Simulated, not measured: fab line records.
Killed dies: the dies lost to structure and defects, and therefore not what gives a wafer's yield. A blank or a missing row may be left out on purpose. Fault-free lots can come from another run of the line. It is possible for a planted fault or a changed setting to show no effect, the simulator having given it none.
Chamber matching	flow gf180mcu	4 sister chambers for GF_V1_CMP_04 on cmp-02
The step polishes SiO2. 4 wafers are shown with their chamber, then 8 later ones without.

## WAFERS WITH THEIR CHAMBER
wafer	chamber	motor-current-A (A)
L183.4	3	11.6
L184.3	2	14.4
L184.4	1	10.7
L193.4	0	13.5

## WAFERS MISSING THEIR CHAMBER
wafer	motor-current-A (A)
L193.5	13.3
L193.6	12.7
L195.1	13.0
L195.2	10.2
L195.4	12.6
L197.1	14.0
L197.2	11.1
L197.3	11.9

## CHAMBER TAKEN BY EACH
wafer	from the rows above	in truth
L193.5	can't be placed: 0 or 2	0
L193.6	can't be placed: 0 or 3 or 2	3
L195.1	can't be placed: 0 or 2 or 3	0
L195.2	can't be placed: 1 or 3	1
L195.4	can't be placed: 0 or 3 or 2 or 1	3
L197.1	can't be placed: 2 or 0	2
L197.2	can't be placed: 1 or 3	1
L197.3	can't be placed: 3 or 1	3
Placed correctly: 0 of 8. Cannot be placed on the basis of these rows: 8; the candidates contain the true chamber in 8. Number placed wrongly: 0.
How it was worked out, from the rows above alone: a wafer's distance from a chamber is the root of the sum, over the readings, of the square of ((its reading less the chamber's mean) divided by the reading's scatter). The wafer belongs to the nearest chamber; if the next one is less than 2 further off, it can't be placed. The mean given for a chamber averages the wafers shown for that chamber. The scatter: root of mean squared gap, hidden wafer to nearest shown wafer, with one shown wafer a chamber.
